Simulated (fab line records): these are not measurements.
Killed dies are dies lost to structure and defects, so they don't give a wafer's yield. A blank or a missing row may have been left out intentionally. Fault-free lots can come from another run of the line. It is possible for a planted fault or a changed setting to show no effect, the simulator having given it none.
A sampling plan put to the test -- flow gf180mcu -- one fab line, 30 faults that these records tell of, each judged on the records of the lots that it struck; 12 more are left out, because the records don't allow judging them
Plan = the line's own looks (route steps where a gauge or an inspection reads the wafer without altering it). Where struck wafers have a number at a look and the file lists that look's usual mean and standard deviation on fault-free wafers, the look can be judged. Caught: 4 or more of those standard deviations (sigma) separate the usual mean from the mean of the struck wafers at a look after the fault's first step. On the tool: the same test on the tool's own readings at the fault's steps. Also counted as caught: the struck wafers showing another recipe, or a record that is empty for them alone.

== THE FAULTS, as the simulator had put them in ==
1. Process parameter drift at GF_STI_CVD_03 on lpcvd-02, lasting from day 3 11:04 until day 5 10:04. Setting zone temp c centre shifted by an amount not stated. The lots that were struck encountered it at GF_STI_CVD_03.
2. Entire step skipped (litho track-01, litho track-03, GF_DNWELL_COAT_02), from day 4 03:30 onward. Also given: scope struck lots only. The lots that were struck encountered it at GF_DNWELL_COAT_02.
3. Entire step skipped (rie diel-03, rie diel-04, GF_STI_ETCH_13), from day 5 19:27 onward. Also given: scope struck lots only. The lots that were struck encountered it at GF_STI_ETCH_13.
4. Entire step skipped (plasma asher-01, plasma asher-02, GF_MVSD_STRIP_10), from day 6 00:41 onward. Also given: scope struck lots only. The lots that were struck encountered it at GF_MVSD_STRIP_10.
5. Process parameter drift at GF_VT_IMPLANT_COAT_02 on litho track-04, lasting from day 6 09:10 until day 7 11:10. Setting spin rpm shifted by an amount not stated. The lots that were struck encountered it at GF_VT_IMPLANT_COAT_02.
6. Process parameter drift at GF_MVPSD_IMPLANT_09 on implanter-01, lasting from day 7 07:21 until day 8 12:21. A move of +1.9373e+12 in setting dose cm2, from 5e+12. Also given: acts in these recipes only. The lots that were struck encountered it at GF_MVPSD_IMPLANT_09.
7. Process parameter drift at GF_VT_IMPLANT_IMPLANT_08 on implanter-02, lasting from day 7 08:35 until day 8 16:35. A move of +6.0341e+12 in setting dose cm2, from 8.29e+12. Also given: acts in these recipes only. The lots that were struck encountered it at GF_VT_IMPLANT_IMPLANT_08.
8. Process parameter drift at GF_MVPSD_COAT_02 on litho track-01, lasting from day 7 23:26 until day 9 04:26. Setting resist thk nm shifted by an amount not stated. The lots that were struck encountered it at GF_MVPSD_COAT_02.
9. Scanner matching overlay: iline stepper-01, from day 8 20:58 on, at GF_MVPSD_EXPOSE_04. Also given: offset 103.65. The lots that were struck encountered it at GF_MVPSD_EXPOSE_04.
10. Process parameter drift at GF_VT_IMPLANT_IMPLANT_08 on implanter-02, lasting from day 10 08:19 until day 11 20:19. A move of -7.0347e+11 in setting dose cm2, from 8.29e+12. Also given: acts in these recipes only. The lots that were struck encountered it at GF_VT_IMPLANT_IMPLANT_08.
11. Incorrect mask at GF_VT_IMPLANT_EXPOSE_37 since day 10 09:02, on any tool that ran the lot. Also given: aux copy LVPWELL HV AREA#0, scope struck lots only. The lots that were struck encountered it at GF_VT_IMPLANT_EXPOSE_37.
12. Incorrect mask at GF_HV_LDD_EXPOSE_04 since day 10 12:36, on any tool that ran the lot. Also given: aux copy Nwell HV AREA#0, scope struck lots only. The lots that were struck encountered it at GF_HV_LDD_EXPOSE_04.
13. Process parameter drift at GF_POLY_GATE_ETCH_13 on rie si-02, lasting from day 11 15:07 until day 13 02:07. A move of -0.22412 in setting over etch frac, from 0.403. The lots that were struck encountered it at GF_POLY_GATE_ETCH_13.
14. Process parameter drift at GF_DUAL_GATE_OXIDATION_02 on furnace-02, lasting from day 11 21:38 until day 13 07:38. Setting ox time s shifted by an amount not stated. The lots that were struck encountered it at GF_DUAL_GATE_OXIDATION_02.
15. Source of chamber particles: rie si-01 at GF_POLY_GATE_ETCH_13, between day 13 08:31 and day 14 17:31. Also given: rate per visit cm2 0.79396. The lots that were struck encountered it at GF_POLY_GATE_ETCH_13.
16. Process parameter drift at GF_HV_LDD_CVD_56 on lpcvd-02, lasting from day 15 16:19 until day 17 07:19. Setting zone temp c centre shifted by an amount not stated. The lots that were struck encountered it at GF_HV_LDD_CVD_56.
17. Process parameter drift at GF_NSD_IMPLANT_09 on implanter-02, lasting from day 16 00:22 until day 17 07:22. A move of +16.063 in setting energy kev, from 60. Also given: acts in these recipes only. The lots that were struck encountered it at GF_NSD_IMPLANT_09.
18. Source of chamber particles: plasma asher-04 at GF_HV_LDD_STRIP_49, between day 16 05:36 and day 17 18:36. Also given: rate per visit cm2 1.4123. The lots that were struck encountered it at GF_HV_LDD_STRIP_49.
19. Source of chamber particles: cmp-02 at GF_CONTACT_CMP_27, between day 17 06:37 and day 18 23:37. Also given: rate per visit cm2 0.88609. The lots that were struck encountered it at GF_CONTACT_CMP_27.
20. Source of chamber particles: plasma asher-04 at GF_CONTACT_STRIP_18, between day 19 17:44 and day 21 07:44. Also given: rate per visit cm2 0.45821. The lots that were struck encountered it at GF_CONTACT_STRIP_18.
21. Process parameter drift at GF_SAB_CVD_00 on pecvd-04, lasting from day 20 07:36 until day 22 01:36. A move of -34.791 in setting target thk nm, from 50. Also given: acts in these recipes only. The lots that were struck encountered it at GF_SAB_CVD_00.
22. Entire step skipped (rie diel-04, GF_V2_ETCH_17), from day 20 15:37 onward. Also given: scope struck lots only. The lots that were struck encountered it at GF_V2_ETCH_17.
23. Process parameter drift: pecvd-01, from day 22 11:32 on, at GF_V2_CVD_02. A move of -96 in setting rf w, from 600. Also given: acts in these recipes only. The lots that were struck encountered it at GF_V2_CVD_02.
24. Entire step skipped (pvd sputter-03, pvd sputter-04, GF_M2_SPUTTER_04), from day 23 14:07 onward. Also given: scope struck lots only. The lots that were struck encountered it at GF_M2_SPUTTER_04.
25. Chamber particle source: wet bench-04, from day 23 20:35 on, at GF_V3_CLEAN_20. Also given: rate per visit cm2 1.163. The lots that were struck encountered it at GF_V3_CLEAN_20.
26. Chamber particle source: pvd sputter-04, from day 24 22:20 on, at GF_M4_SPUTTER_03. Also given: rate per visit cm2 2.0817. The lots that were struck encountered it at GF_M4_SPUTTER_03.
27. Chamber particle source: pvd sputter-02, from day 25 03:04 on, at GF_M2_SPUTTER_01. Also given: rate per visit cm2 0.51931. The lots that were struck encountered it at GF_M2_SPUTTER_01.
28. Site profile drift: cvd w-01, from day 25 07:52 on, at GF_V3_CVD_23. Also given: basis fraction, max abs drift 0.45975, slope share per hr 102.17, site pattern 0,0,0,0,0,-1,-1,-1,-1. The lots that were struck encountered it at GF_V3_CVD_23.
29. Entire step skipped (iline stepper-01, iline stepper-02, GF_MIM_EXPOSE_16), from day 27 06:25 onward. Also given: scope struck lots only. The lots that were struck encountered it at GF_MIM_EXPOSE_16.
30. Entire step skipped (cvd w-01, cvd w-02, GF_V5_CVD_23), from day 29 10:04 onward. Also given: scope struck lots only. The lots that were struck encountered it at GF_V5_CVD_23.

== WHAT THE PLAN SAW ==
fault,on the tool itself,first look that catches it,"reading, sigma",median hours from its first step to that look,hours from the fault's start to the first struck lot there,judged looks passed uncaught
1,spike tc centre C +11 sigma,none of the 2 looks that can be judged after it,"strongest: STI_CVD_03_THK at GF_STI_THK_MEAS_04, +3.5",-,-,2
2,the tool's record is blank for the struck wafers,GF_NWELL_TW_MEAS_11,NWELL_TW +13,20.8,22,0
3,the tool's record is blank for the struck wafers,no look after it can be judged,-,-,-,0
4,the tool's record is blank for the struck wafers,GF_MVPSD_TW_MEAS_11,MVPSD_TW -80,16.3,21,0
5,spin speed rpm +35 sigma,no look after it can be judged,-,-,-,0
6,dose ions cm2 +99 or beyond sigma,GF_VT_IMPLANT_RS_MEAS_49,MVPSD_RS -30,67.9,77,1
7,dose ions cm2 +99 or beyond sigma,GF_VT_IMPLANT_TW_MEAS_10,VT_IMPLANT_TW +18,0.2,6,0
8,under 2 sigma,not the one look that can be judged after it,-,-,-,1
9,under 2 sigma,GF_MVPSD_OVL_MEAS_07,MVPSD_OVL +73,8.3,19,0
10,dose ions cm2 -76 sigma,no look after it can be judged,-,-,-,0
11,no reading that can be judged,GF_VT_IMPLANT_TW_MEAS_43,VT_IMPLANT_4_TW -89,8.1,14,0
12,under 2 sigma,GF_HV_LDD_TW_MEAS_11,HV_LDD_TW -94,9.2,14,0
13,under 2 sigma,no look after it can be judged,-,-,-,0
14,under 2 sigma,none of the 2 looks that can be judged after it,-,-,-,2
15,under 2 sigma,not the one look that can be judged after it,-,-,-,1
16,spike tc centre C -30 sigma,GF_HV_LDD_THK_MEAS_57,HV_LDD_CVD_56_THK -13,1.4,9,0
17,beam energy keV +99 or beyond sigma,GF_NSD_TW_MEAS_12,NSD_TW +8.5,0.4,3,0
18,under 2 sigma,no look after it can be judged,-,-,-,0
19,under 2 sigma,none of the 2 looks that can be judged after it,-,-,-,2
20,under 2 sigma,no look after it can be judged,-,-,-,0
21,under 2 sigma,GF_SAB_THK_MEAS_01,SAB_CVD_00_THK -54,0.0,8,0
22,the tool's record is blank for the struck wafers,no look after it can be judged,-,-,-,0
23,rf fwd power W -40 sigma,not the one look that can be judged after it,"strongest: V2_CVD_02_THK at GF_V2_THK_MEAS_03, -3.5",-,-,1
24,the tool's record is blank for the struck wafers,GF_M2_THK_MEAS_06,M2_ALCU_THK +9.9,9.5,11,0
25,no reading that can be judged,not the one look that can be judged after it,-,-,-,1
26,under 2 sigma,none of the 2 looks that can be judged after it,-,-,-,2
27,under 2 sigma,none of the 2 looks that can be judged after it,-,-,-,2
28,under 2 sigma,GF_V3_RS_MEAS_24,V3_W_RS +38,0.1,6,0
29,no reading that can be judged,no look after it can be judged,-,-,-,0
30,the tool's record is blank for the struck wafers,GF_V5_RS_MEAS_24,V5_W_RS +99 or beyond,0.1,3,0
A dash: the fault isn't caught, or these records don't give the number.

Caught at a look: 13 of 30. Caught on the tool: 14 of 30. By one or the other: 19 of 30.
On the tool alone, faults 1, 3, 5, 10, 22, 23 were caught.
Caught at a look alone: faults 9, 11, 12, 21, 28.
Caught by neither: faults 8, 13, 14, 15, 18, 19, 20, 25, 26, 27, 29.

== THINNER SAMPLING ==
In the worst case, this is how late the first struck lot would be measured if the look that catches a fault measured only every second or every third lot, by lot number:
fault,"struck lots at that look, in order of time",every lot,every second lot,every third lot
2,"L418, L419, L420",22 h,27 h,39 h
4,"L480, L481",21 h,22 h,may miss all 2
6,"L179, L180",77 h,89 h,may miss all 2
7,"L217, L219",6 h,may miss all 2,may miss all 2
9,"L790, L791, L792",19 h,21 h,27 h
11,L655,14 h,may miss it,may miss it
12,L781,14 h,may miss it,may miss it
16,"L161, L162",9 h,25 h,may miss all 2
17,"L378, L380",3 h,may miss all 2,may miss all 2
21,"L985, L988",8 h,22 h,may miss all 2
24,"L297, L298, L299",11 h,15 h,25 h
28,"L950, L953",6 h,45 h,may miss all 2
30,"L527, L528",3 h,9 h,may miss all 2
Hours are from the fault's start to the first struck lot that is measured. 4 sigma limit: tested on the pooled struck wafers, so a lone lot may be under it. Other struck lots may not be in these records.

== THE LONGEST TIMED WAY FROM STEP TO LOOK ==
For fault 6, GF_MVPSD_IMPLANT_09 and GF_VT_IMPLANT_RS_MEAS_49 are separated by a median of 67.9 hours. The look between them that can be judged stayed within 4 sigma: GF_VT_IMPLANT_OVL_MEAS_18.
